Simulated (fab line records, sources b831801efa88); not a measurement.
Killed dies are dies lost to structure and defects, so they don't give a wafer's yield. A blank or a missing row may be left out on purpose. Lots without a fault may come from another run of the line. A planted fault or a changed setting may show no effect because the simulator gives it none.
fab line records | flow sky130
record lots=11 wafers=33 last_day=50
route steps=708 shown METAL4@600 CAP2M@604 PAD_OPEN@708
lots that met no fault: from a run of the same line without faults
start_h: hours from the record's first day to the start of the lot's first wafer shown | wait_h: hours since the lot's step before | " the same as in the row above | L1.1+2: a row that stands for several wafers | - no value, or no start given | * or withheld: withheld | < > ~ a bound
route shown NAME@n: a module of which the file shows steps, and the number in the route of the first | usual: mean/standard deviation of fault-free wafers | same: alike in all rows | chamber/n: place in a boat | sites: the reading at each site | _std_site: their standard deviation | _edge_site: outer sites' mean less inner sites' | radius_mm: how far each site lies from the wafer's centre | mask NAME#n: copy n | behind: the tool/chamber that last shaped the wafer | hold: why the lot was held/for how many hours/how that ended | device: the transistor (n, p or np) that didn't switch | end of line: the same wafers' tests at the end of the route | a step without rows: its recipe alone | killed: dies lost to structure and defects at the first sort, not the wafer's yield | map: a wafer's dies, x killed, . not, _ none there
set.NAME: the setting as run; set.NAME@STEP: as run at that earlier step | model.NAME: the simulator's own value behind a step, which no gauge read
steps of the route over a sample of lots; a table a step, a row a wafer
services: from which hour (start_h, from the record's first day; less than 0 if before it) a tool's chamber was out of use, for how many hours, and why
## steps
# step SKY_METAL4_SPUTTER_02
# recipe material=AlCu target_thk_nm=735 power_w=10600 time_s=39.1 chamber_pressure_pa=0.4
# usual cathode_dc_power_W=10600/1.9 throttle_valve_pct=30.1/0.67
# columns lot.wafer tool chamber start_h wait_h cathode_dc_power_W throttle_valve_pct
L686.2 pvd_sputter-02 - 931.54 0.0 10600 30.8
L686.3 " - " " 10599 29.8
L686.6 " - " " 10602 29.7
L687.1 pvd_sputter-04 - 940.94 0.0 10597 30.1
L687.2 " - " " 10596 31.0
L687.3 " - " " 10599 29.1
L688.2 pvd_sputter-02 - 944.89 0.0 10602 29.8
L688.4 " - " " 10600 30.4
L688.5 " - " " 10602 30.9
L689.2 pvd_sputter-04 - 960.20 0.0 10599 30.0
L689.3 " - " " 10602 31.0
L689.6 " - " " 10598 30.9
L691.2 pvd_sputter-04 - 979.05 0.0 10600 28.9
L691.5 " - " " 10599 30.9
L691.6 " - " " 10599 30.8
L690.3 pvd_sputter-02 - 981.89 0.0 10598 30.8
L690.4 " - " " 10599 29.5
L690.5 " - " " 10601 30.4
L692.2 pvd_sputter-03 - 984.18 0.0 10597 29.0
L692.4 " - " " 10600 29.4
L692.6 " - " " 10602 29.2
L695.1 pvd_sputter-02 - 998.56 0.0 10602 29.2
L695.2 " - " " 10599 30.4
L695.3 " - " " 10604 31.0
L703.3 pvd_sputter-04 - 1049.90 0.0 10598 30.7
L703.4 " - " " 10599 30.9
L703.5 " - " " 10601 30.7
L707.3 pvd_sputter-02 - 1072.70 0.0 10602 30.3
L707.4 " - " " 10600 31.0
L707.5 " - " " 10602 29.5
L708.2 pvd_sputter-02 - 1080.49 0.0 10599 29.5
L708.3 " - " " 10600 31.0
L708.4 " - " " 10600 30.5
# step SKY_METAL4_SPUTTER_03
# recipe material=Ti target_thk_nm=5 power_w=3000 time_s=3.3 chamber_pressure_pa=0.4
# usual cathode_dc_power_W=3000.0/0.49 throttle_valve_pct=30.1/0.7
# columns lot.wafer tool chamber start_h wait_h cathode_dc_power_W throttle_valve_pct
L686.2 pvd_sputter-02 - 931.58 0.0 2999.9 30.8
L686.3 " - " " 3000.5 29.3
L686.6 " - " " 3000.3 30.2
L687.1 pvd_sputter-04 - 940.98 0.0 3000.3 30.1
L687.2 " - " " 2999.4 31.0
L687.3 " - " " 3000.6 28.9
L688.2 pvd_sputter-02 - 944.93 0.0 2999.9 29.9
L688.4 " - " " 3000.4 30.2
L688.5 " - " " 3000.2 31.4
L689.2 pvd_sputter-04 - 960.24 0.0 2999.8 30.0
L689.3 " - " " 2999.8 31.0
L689.6 " - " " 2999.5 30.8
L691.2 pvd_sputter-04 - 979.09 0.0 3000.2 28.8
L691.5 " - " " 2999.9 30.8
L691.6 " - " " 3000.3 30.5
L690.3 pvd_sputter-02 - 981.93 0.0 3000.3 30.7
L690.4 " - " " 2999.6 29.5
L690.5 " - " " 2999.3 30.5
L692.2 pvd_sputter-03 - 984.22 0.0 3000.1 28.7
L692.4 " - " " 2999.4 29.0
L692.6 " - " " 3000.2 29.5
L695.1 pvd_sputter-02 - 998.60 0.0 3000.0 29.4
L695.2 " - " " 3000.2 30.8
L695.3 " - " " 2999.8 30.7
L703.3 pvd_sputter-04 - 1049.94 0.0 3001.0 30.8
L703.4 " - " " 3000.8 30.7
L703.5 " - " " 2999.9 30.6
L707.3 pvd_sputter-02 - 1072.74 0.0 3000.1 30.3
L707.4 " - " " 2998.9 31.1
L707.5 " - " " 3000.5 29.6
L708.2 pvd_sputter-02 - 1080.53 0.0 3000.1 29.7
L708.3 " - " " 2998.9 30.9
L708.4 " - " " 2999.6 30.4
# step SKY_CAP2M_THK_MEAS_01
# recipe reads=SiO2_of_CAP2M_CVD_00
# usual CAP2M_CVD_00_THK=15.58/0.23
# columns lot.wafer tool chamber start_h wait_h CAP2M_CVD_00_THK[nm]
L686.2 film_metro-04 - 931.68 - 15.95
L686.3 " - " " 15.62
L686.6 " - " " 15.72
L687.1 film_metro-03 - 941.07 - 15.56
L687.2 " - " " 15.47
L687.3 " - " " 15.39
L688.2 film_metro-04 - 945.02 - 15.47
L688.4 " - " " 15.44
L688.5 " - " " 15.59
L689.2 film_metro-04 - 960.34 - 15.30
L689.3 " - " " 15.31
L689.6 " - " " 15.72
L691.2 film_metro-04 - 979.19 - 15.52
L691.5 " - " " 15.53
L691.6 " - " " 15.64
L690.3 film_metro-04 - 982.04 - 15.76
L690.4 " - " " 15.94
L690.5 " - " " 15.45
L692.2 film_metro-03 - 984.32 - 15.66
L692.4 " - " " 15.67
L692.6 " - " " 16.22
L695.1 film_metro-03 - 998.69 - 15.59
L695.2 " - " " 15.78
L695.3 " - " " 15.67
L703.3 film_metro-01 - 1050.05 - 15.62
L703.4 " - " " 15.82
L703.5 " - " " 15.94
L707.3 film_metro-01 - 1072.85 - 15.27
L707.4 " - " " 15.69
L707.5 " - " " 15.60
L708.2 film_metro-01 - 1080.63 - 15.50
L708.3 " - " " 15.19
L708.4 " - " " 15.65
# step SKY_METAL4_DEVELOP_12
# recipe develop_time_s=60 resist=KrF-thick dev_temp_c=21
# usual developer_temp_C=21.02/0.1 resist_line_temp_C=23.02/0.1
# columns lot.wafer tool chamber start_h wait_h developer_temp_C resist_line_temp_C
L686.2 litho_track-04 0 981 - 21.00 22.95
L686.3 " 0 " " 21.02 22.87
L686.6 " 0 " " 20.98 22.91
L687.1 litho_track-01 0 987 - 21.05 22.88
L687.2 " 0 " " 21.03 23.06
L687.3 " 0 " " 21.04 22.85
L688.2 litho_track-02 0 994 - 21.03 22.99
L688.4 " 0 " " 21.11 23.00
L688.5 " 0 " " 21.16 23.21
L689.2 litho_track-01 0 1008 - 21.04 22.96
L689.3 " 0 " " 21.24 22.98
L689.6 " 0 " " 21.12 23.05
L691.2 litho_track-01 0 1025 - 21.10 23.08
L691.5 " 0 " " 21.04 23.03
L691.6 " 0 " " 21.24 23.07
L690.3 litho_track-02 0 1027 - 21.04 23.05
L690.4 " 0 " " 21.14 23.20
L690.5 " 0 " " 20.90 22.95
L692.2 litho_track-04 0 1030 - 21.06 23.04
L692.4 " 0 " " 21.03 23.04
L692.6 " 0 " " 21.06 22.94
L695.1 litho_track-02 0 1045 - 20.92 23.14
L695.2 " 0 " " 20.94 23.00
L695.3 " 0 " " 20.87 23.03
L703.3 litho_track-04 0 1093 - 20.93 23.12
L703.4 " 0 " " 20.93 23.10
L703.5 " 0 " " 21.08 23.07
L707.3 litho_track-01 0 1115 - 20.92 23.01
L707.4 " 0 " " 21.05 23.08
L707.5 " 0 " " 21.13 22.95
L708.2 litho_track-01 0 1123 - 21.15 22.99
L708.3 " 0 " " 21.09 22.98
L708.4 " 0 " " 21.25 23.11
# step SKY_METAL4_CD_MEAS_13
# recipe target_cd_nm=300
# usual cd_nm=300.2/1.6
# columns lot.wafer tool chamber start_h wait_h cd_nm
L686.2 cd_sem-01 - 981.51 - 302.4
L686.3 " - " " 301.2
L686.6 " - " " 300.0
L687.1 cd_sem-01 - 987.96 - 299.7
L687.2 " - " " 298.3
L687.3 " - " " 297.9
L688.2 cd_sem-02 - 994.27 - 300.0
L688.4 " - " " 301.4
L688.5 " - " " 301.4
L689.2 cd_sem-01 - 1008.58 - 304.0
L689.3 " - " " 304.7
L689.6 " - " " 303.7
L691.2 cd_sem-02 - 1025.68 - 299.4
L691.5 " - " " 299.4
L691.6 " - " " 300.3
L690.3 cd_sem-02 - 1027.89 - 302.9
L690.4 " - " " 301.2
L690.5 " - " " 301.6
L692.2 cd_sem-02 - 1030.86 - 299.0
L692.4 " - " " 299.7
L692.6 " - " " 300.2
L695.1 cd_sem-01 - 1045.20 - 305.1
L695.2 " - " " 304.7
L695.3 " - " " 305.4
L703.3 cd_sem-02 - 1093.98 - 299.5
L703.4 " - " " 301.0
L703.5 " - " " 301.3
L707.3 cd_sem-01 - 1115.65 - 299.5
L707.4 " - " " 299.0
L707.5 " - " " 300.4
L708.2 cd_sem-01 - 1123.73 - 299.6
L708.3 " - " " 300.5
L708.4 " - " " 300.2
# step SKY_PAD_OPEN_PROBE_99
# usual defect_limited_yield=82.4/1.8 killed_at_M0_to_M3=43/6.8 killed_at_M4_up=3.1/1.6 killed_at_contacts=24/5.4 killed_at_front_end=16/4.4 killed_at_other=0.2/0.48 killed_dies=87/8.8 killed_open=48/6.4 killed_short=39/6.2 sort_bin_3_pad_short=0.9/0.43 sort_bin_5_function=10.5/1.4 sort_bin_6_memory=6.2/1.1 sort_n_pass=405/8.8 sort_yield_pct=82.4/1.8
# same gross_dies=492 killed_at_back_side=0 sort_bin_4_leakage[%]=0 sort_bin_8_speed[%]=0
# columns lot.wafer tool chamber start_h wait_h defect_limited_yield[%] killed_at_M0_to_M3 killed_at_M4_up killed_at_contacts killed_at_front_end killed_at_other killed_dies killed_open killed_short sort_bin_3_pad_short[%] sort_bin_5_function[%] sort_bin_6_memory[%] sort_n_pass sort_yield_pct[%]
L686.2 prober-01 - 1078.51 0.1 84.1 36 1 26 15 0 78 46 32 0.6 10.0 5.3 414 84.1
L686.3 prober-01 - 1078.56 0.2 83.7 35 2 24 19 0 80 48 32 0.8 8.7 6.7 412 83.7
L686.6 prober-01 - 1078.71 0.2 84.6 27 4 27 18 0 76 37 39 1.0 10.2 4.3 416 84.6
L687.1 prober-02 - 1084.24 0.1 83.1 43 1 21 18 0 83 54 29 0.4 11.0 5.5 409 83.1
L687.2 prober-02 - 1084.29 0.1 81.7 46 5 31 8 0 90 50 40 0.6 12.0 5.7 402 81.7
L687.3 prober-02 - 1084.34 0.2 83.5 36 1 23 20 1 81 45 36 0.8 9.3 6.3 411 83.5
L688.2 prober-01 - 1088.93 0.1 83.5 41 3 24 12 1 81 38 43 1.6 8.9 5.9 411 83.5
L688.4 prober-01 - 1089.03 0.2 82.3 39 1 29 18 0 87 53 34 1.0 11.6 5.1 405 82.3
L688.5 prober-01 - 1089.08 0.2 82.7 40 4 28 12 1 85 52 33 0.6 11.2 5.5 407 82.7
L689.2 prober-02 - 1101.17 0.1 85.2 41 3 18 11 0 73 41 32 1.4 9.6 3.9 419 85.2
L689.3 prober-02 - 1101.22 0.2 80.3 61 3 19 14 0 97 48 49 0.6 11.2 7.9 395 80.3
L689.6 prober-02 - 1101.37 0.2 81.9 49 1 22 17 0 89 54 35 1.8 10.4 5.9 403 81.9
L691.2 prober-01 - 1116.46 0.1 83.1 41 0 25 17 0 83 46 37 1.0 10.0 5.9 409 83.1
L691.5 prober-01 - 1116.61 0.2 81.7 42 2 26 19 1 90 57 33 1.0 10.6 6.7 402 81.7
L691.6 prober-01 - 1116.66 0.2 77.8 66 3 19 21 0 109 65 44 1.2 12.4 8.5 383 77.8
L690.3 prober-02 - 1118.68 0.2 83.7 34 1 27 17 1 80 53 27 0 10.4 5.9 412 83.7
L690.4 prober-02 - 1118.73 0.2 84.3 49 2 13 13 0 77 37 40 0.8 9.6 5.3 415 84.3
L690.5 prober-02 - 1118.78 0.2 83.9 31 1 29 18 0 79 47 32 0.6 10.4 5.1 413 83.9
L692.2 prober-01 - 1122.86 0.1 80.5 56 1 19 20 0 96 55 41 1.4 11.4 6.7 396 80.5
L692.4 prober-01 - 1122.96 0.2 85.2 35 3 19 16 0 73 42 31 0.4 9.1 5.3 419 85.2
L692.6 prober-01 - 1123.06 0.2 84.1 46 2 11 18 1 78 36 42 1.0 8.9 5.9 414 84.1
L695.1 prober-02 - 1134.87 0.1 82.5 44 2 23 17 0 86 54 32 0.4 8.9 8.1 406 82.5
L695.2 prober-02 - 1134.92 0.1 81.7 40 5 30 15 0 90 50 40 1.4 10.4 6.5 402 81.7
L695.3 prober-02 - 1134.97 0.2 80.9 62 5 17 10 0 94 59 35 0.6 8.9 9.6 398 80.9
L703.3 prober-02 - 1174.89 0.2 82.5 41 4 27 12 2 86 40 46 1.6 9.3 6.5 406 82.5
L703.4 prober-02 - 1174.94 0.2 83.7 41 3 27 9 0 80 46 34 0.4 8.7 7.1 412 83.7
L703.5 prober-02 - 1174.99 0.2 82.3 43 4 16 24 0 87 46 41 0.8 11.4 5.5 405 82.3
L707.3 prober-01 - 1191.73 0.2 81.1 56 4 21 12 0 93 50 43 1.2 12.0 5.7 399 81.1
L707.4 prober-01 - 1191.78 0.2 81.9 40 2 25 22 0 89 56 33 0.6 10.2 7.3 403 81.9
L707.5 prober-01 - 1191.83 0.2 81.7 38 4 28 18 2 90 53 37 0.6 11.6 6.1 402 81.7
L708.2 prober-01 - 1199.03 0.1 82.1 41 2 33 12 0 88 46 42 1.0 10.6 6.3 404 82.1
L708.3 prober-01 - 1199.08 0.2 85.4 38 2 25 6 1 72 38 34 0.6 10.0 4.1 420 85.4
L708.4 prober-01 - 1199.13 0.2 80.1 37 4 37 20 0 98 52 46 1.4 12.0 6.5 394 80.1
# killed by level:class
L686.2 LI_CONTACT:geometric_particle:open=12 VIA3:geometric_particle:open=8 CONTACT:geometric_particle:open=7 FIELD_ISO:geometric_particle:short=6 VIA2:geometric_particle:open=6 VIA1:geometric_particle:open=5 METAL2:geometric_particle:short=5 VIA1:geometric_particle:short=4
L686.3 CONTACT:geometric_particle:open=11 VIA3:geometric_particle:open=9 FIELD_ISO:geometric_particle:short=8 LI_CONTACT:geometric_particle:open=6 VIA1:geometric_particle:open=6 FIELD_ISO:geometric_particle:open=5 VIA1:geometric_particle:short=5 CONTACT:geometric_particle:short=4
L686.6 CONTACT:geometric_particle:open=9 LI_CONTACT:geometric_particle:open=6 VIA3:geometric_particle:open=6 FIELD_ISO:geometric_particle:short=5 LOCAL_INTERCONNECT:geometric_particle:short=5 LI_CONTACT:geometric_particle:short=5 METAL2:geometric_particle:short=5 POLY_GATE:geometric_particle:open=4
L687.1 VIA1:geometric_particle:open=15 LI_CONTACT:geometric_particle:open=9 VIA2:geometric_particle:open=7 FIELD_ISO:geometric_particle:open=4 METAL2:geometric_particle:short=4 CONTACT:geometric_particle:open=4 VIA1:geometric_particle:short=4 VIA3:geometric_particle:short=4
L687.2 VIA1:geometric_particle:open=14 CONTACT:geometric_particle:open=12 LI_CONTACT:geometric_particle:open=10 VIA1:geometric_particle:short=6 VIA2:geometric_particle:open=6 METAL3:geometric_particle:short=5 LOCAL_INTERCONNECT:geometric_particle:short=4 METAL2:geometric_particle:short=4
L687.3 LI_CONTACT:geometric_particle:open=9 CONTACT:geometric_particle:open=9 VIA1:geometric_particle:open=7 VIA1:geometric_particle:short=7 METAL1:geometric_particle:short=6 FIELD_ISO:geometric_particle:short=4 POLY_GATE:geometric_particle:open=4 POLY_GATE:geometric_particle:short=4
L688.2 VIA2:geometric_particle:short=8 CONTACT:geometric_particle:open=8 METAL1:geometric_particle:short=8 VIA1:geometric_particle:open=7 LI_CONTACT:geometric_particle:open=7 VIA3:geometric_particle:open=6 POLY_GATE:geometric_particle:open=5 CONTACT:geometric_particle:short=5
L688.4 VIA1:geometric_particle:open=12 LOCAL_INTERCONNECT:geometric_particle:short=7 VIA3:geometric_particle:open=6 POLY_GATE:geometric_particle:open=6 CONTACT:geometric_particle:open=6 LI_CONTACT:geometric_particle:open=6 CONTACT:geometric_particle:short=6 VIA2:geometric_particle:open=6
L688.5 LI_CONTACT:geometric_particle:open=11 CONTACT:geometric_particle:open=9 VIA3:geometric_particle:open=7 VIA2:geometric_particle:open=7 VIA2:geometric_particle:short=6 VIA1:geometric_particle:open=6 METAL1:geometric_particle:short=5 FIELD_ISO:geometric_particle:open=4
L689.2 VIA1:geometric_particle:open=9 VIA2:geometric_particle:open=8 LI_CONTACT:geometric_particle:open=6 VIA3:geometric_particle:open=6 LOCAL_INTERCONNECT:geometric_particle:short=5 VIA1:geometric_particle:short=4 POLY_GATE:geometric_particle:open=3 POLY_GATE:geometric_particle:short=3
L689.3 VIA1:geometric_particle:open=14 METAL2:geometric_particle:short=12 METAL1:geometric_particle:short=10 VIA3:geometric_particle:open=7 LI_CONTACT:geometric_particle:open=7 CONTACT:geometric_particle:short=5 VIA2:geometric_particle:short=5 FIELD_ISO:geometric_particle:open=4
L689.6 VIA1:geometric_particle:open=12 CONTACT:geometric_particle:open=10 POLY_GATE:geometric_particle:open=9 VIA1:geometric_particle:short=9 METAL1:geometric_particle:short=7 VIA2:geometric_particle:open=6 LI_CONTACT:geometric_particle:open=5 VIA3:geometric_particle:short=4
L691.2 LI_CONTACT:geometric_particle:open=12 FIELD_ISO:geometric_particle:short=8 VIA1:geometric_particle:open=8 VIA2:geometric_particle:open=7 CONTACT:geometric_particle:open=6 METAL1:geometric_particle:short=6 VIA3:geometric_particle:open=5 LOCAL_INTERCONNECT:geometric_particle:short=4
L691.5 CONTACT:geometric_particle:open=13 VIA1:geometric_particle:open=12 FIELD_ISO:geometric_particle:open=6 METAL1:geometric_particle:short=6 FIELD_ISO:geometric_particle:short=5 POLY_GATE:geometric_particle:open=5 VIA3:geometric_particle:open=5 METAL3:geometric_particle:short=4
L691.6 VIA1:geometric_particle:open=21 CONTACT:geometric_particle:open=8 METAL1:geometric_particle:short=8 LI_CONTACT:geometric_particle:open=7 VIA1:geometric_particle:short=7 VIA2:geometric_particle:open=7 POLY_GATE:geometric_particle:open=6 METAL3:geometric_particle:short=6
L690.3 CONTACT:geometric_particle:open=11 LI_CONTACT:geometric_particle:open=9 VIA3:geometric_particle:open=8 VIA1:geometric_particle:open=7 VIA2:geometric_particle:open=7 POLY_GATE:geometric_particle:open=4 METAL2:geometric_particle:short=4 SPACER:geometric_particle:open=3
L690.4 VIA1:geometric_particle:open=10 VIA1:geometric_particle:short=8 METAL2:geometric_particle:short=6 CONTACT:geometric_particle:open=5 VIA2:geometric_particle:open=5 METAL1:geometric_particle:short=5 LOCAL_INTERCONNECT:geometric_particle:short=4 VIA2:geometric_particle:short=4
L690.5 CONTACT:geometric_particle:open=11 VIA1:geometric_particle:open=8 FIELD_ISO:geometric_particle:open=7 CONTACT:geometric_particle:short=6 LI_CONTACT:geometric_particle:open=6 VIA3:geometric_particle:open=6 VIA1:geometric_particle:short=6 FIELD_ISO:geometric_particle:short=5
L692.2 VIA1:geometric_particle:open=17 VIA2:geometric_particle:open=10 CONTACT:geometric_particle:short=7 VIA2:geometric_particle:short=6 FIELD_ISO:geometric_particle:open=5 POLY_GATE:geometric_particle:open=5 CONTACT:geometric_particle:open=5 METAL1:geometric_particle:short=5
L692.4 CONTACT:geometric_particle:open=9 VIA1:geometric_particle:open=7 POLY_GATE:geometric_particle:short=6 VIA3:geometric_particle:open=6 LI_CONTACT:geometric_particle:open=5 VIA2:geometric_particle:open=5 VIA2:geometric_particle:short=5 FIELD_ISO:geometric_particle:short=4
L692.6 VIA2:geometric_particle:open=9 VIA1:geometric_particle:open=7 METAL2:geometric_particle:short=6 METAL1:geometric_particle:short=6 FIELD_ISO:geometric_particle:short=5 POLY_GATE:geometric_particle:open=5 VIA3:geometric_particle:short=5 FIELD_ISO:geometric_particle:open=4
L695.1 VIA1:geometric_particle:open=9 LI_CONTACT:geometric_particle:open=9 VIA3:geometric_particle:open=9 CONTACT:geometric_particle:open=5 METAL1:geometric_particle:open=5 FIELD_ISO:geometric_particle:open=4 FIELD_ISO:geometric_particle:short=4 VIA2:geometric_particle:open=4
L695.2 CONTACT:geometric_particle:open=13 VIA1:geometric_particle:open=9 METAL1:geometric_particle:short=8 CONTACT:geometric_particle:short=7 LI_CONTACT:geometric_particle:open=5 METAL2:geometric_particle:short=5 VIA2:geometric_particle:open=5 FIELD_ISO:geometric_particle:open=4
L695.3 VIA1:geometric_particle:open=22 CONTACT:geometric_particle:open=9 VIA3:geometric_particle:open=9 METAL2:geometric_particle:short=8 METAL1:geometric_particle:short=5 VIA1:geometric_particle:short=5 VIA3:geometric_particle:short=5 LI_CONTACT:geometric_particle:open=4
L703.3 CONTACT:geometric_particle:open=10 CONTACT:geometric_particle:short=6 METAL1:geometric_particle:short=6 VIA1:geometric_particle:open=6 METAL2:geometric_particle:short=6 VIA3:geometric_particle:open=5 LI_CONTACT:geometric_particle:open=5 LOCAL_INTERCONNECT:geometric_particle:short=5
L703.4 CONTACT:geometric_particle:open=9 VIA3:geometric_particle:open=8 LI_CONTACT:geometric_particle:open=7 METAL2:geometric_particle:short=5 VIA1:geometric_particle:open=5 VIA1:geometric_particle:short=5 VIA2:geometric_particle:open=5 CONTACT:geometric_particle:short=4
L703.5 VIA1:geometric_particle:open=8 VIA3:geometric_particle:open=7 FIELD_ISO:geometric_particle:open=6 VIA2:geometric_particle:open=6 POLY_GATE:geometric_particle:short=5 LI_CONTACT:geometric_particle:open=5 METAL1:geometric_particle:short=5 VIA2:geometric_particle:short=5
L707.3 VIA1:geometric_particle:open=14 METAL2:geometric_particle:short=9 VIA3:geometric_particle:open=8 CONTACT:geometric_particle:open=7 VIA2:geometric_particle:open=7 LI_CONTACT:geometric_particle:open=6 FIELD_ISO:geometric_particle:short=5 VIA1:geometric_particle:short=5
L707.4 VIA1:geometric_particle:open=17 CONTACT:geometric_particle:open=10 POLY_GATE:geometric_particle:open=8 LI_CONTACT:geometric_particle:open=6 CONTACT:geometric_particle:short=5 METAL1:geometric_particle:short=5 VIA2:geometric_particle:open=5 POLY_GATE:geometric_particle:short=4
L707.5 LI_CONTACT:geometric_particle:open=10 VIA1:geometric_particle:open=10 CONTACT:geometric_particle:open=8 VIA2:geometric_particle:open=5 METAL1:geometric_particle:short=5 POLY_GATE:geometric_particle:open=5 POLY_GATE:geometric_particle:short=5 FIELD_ISO:geometric_particle:open=4
L708.2 CONTACT:geometric_particle:open=16 LI_CONTACT:geometric_particle:open=6 CONTACT:geometric_particle:short=6 METAL3:geometric_particle:short=6 METAL1:geometric_particle:short=6 VIA2:geometric_particle:open=6 VIA3:geometric_particle:open=5 VIA1:geometric_particle:open=4
L708.3 VIA2:geometric_particle:open=8 LI_CONTACT:geometric_particle:open=8 VIA3:geometric_particle:open=8 CONTACT:geometric_particle:short=7 METAL2:geometric_particle:short=6 CONTACT:geometric_particle:open=5 VIA1:geometric_particle:open=4 VIA3:geometric_particle:short=4
L708.4 LI_CONTACT:geometric_particle:open=15 CONTACT:geometric_particle:short=11 VIA1:geometric_particle:open=8 VIA2:geometric_particle:open=6 FIELD_ISO:geometric_particle:short=4 POLY_GATE:geometric_particle:short=4 LOCAL_INTERCONNECT:geometric_particle:open=4 METAL1:geometric_particle:short=4
## services
# columns tool chamber start_h hours kind
pvd_sputter-03 - 912.09 11.4 repair
pvd_sputter-04 - 921.38 9.3 repair
pvd_sputter-03 - 928.44 5.1 repair
pvd_sputter-02 - 972.30 2.4 repair
pvd_sputter-03 - 1003.58 5.0 repair
pvd_sputter-02 3 1020.63 - consumable_replace:kit
pvd_sputter-02 3 1020.63 18.0 scheduled_down
pvd_sputter-02 3 1020.63 18.0 vent_cycle
pvd_sputter-03 - 1035.81 4.0 repair
pvd_sputter-04 - 1074.07 1.3 repair
pvd_sputter-04 3 1077.63 - consumable_replace:kit
pvd_sputter-04 3 1077.63 18.0 scheduled_down
pvd_sputter-04 3 1077.63 18.0 vent_cycle
pvd_sputter-03 - 1079.31 2.9 repair
pvd_sputter-02 - 1082.81 2.0 repair
pvd_sputter-03 - 1084.65 1.4 repair
pvd_sputter-03 - 1087.71 5.1 repair
pvd_sputter-03 - 1114.85 1.6 repair
pvd_sputter-02 2 1121.49 - consumable_replace:kit
pvd_sputter-02 2 1121.49 18.0 scheduled_down
pvd_sputter-02 2 1121.49 18.0 vent_cycle
## key
first_sign step=SKY_METAL4_CD_MEAS_13 reading=cd_nm direction=up sigmas=3.1 usual=300.2 struck=305.0
effect none on later readings
met_at SKY_METAL4_DEVELOP_12
struck_lots L695
not_acting_at SKY_METAL4_SPUTTER_02,SKY_METAL4_SPUTTER_03,SKY_CAP2M_THK_MEAS_01
onset_between 1027 1045
fault kind=process_parameter_drift tool=litho_track-02 chamber=- onset_h=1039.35 steps=SKY_METAL4_DEVELOP_12 channel=develop_time_s offset=* shape=step end_h=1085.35 acts_in=* stated=*
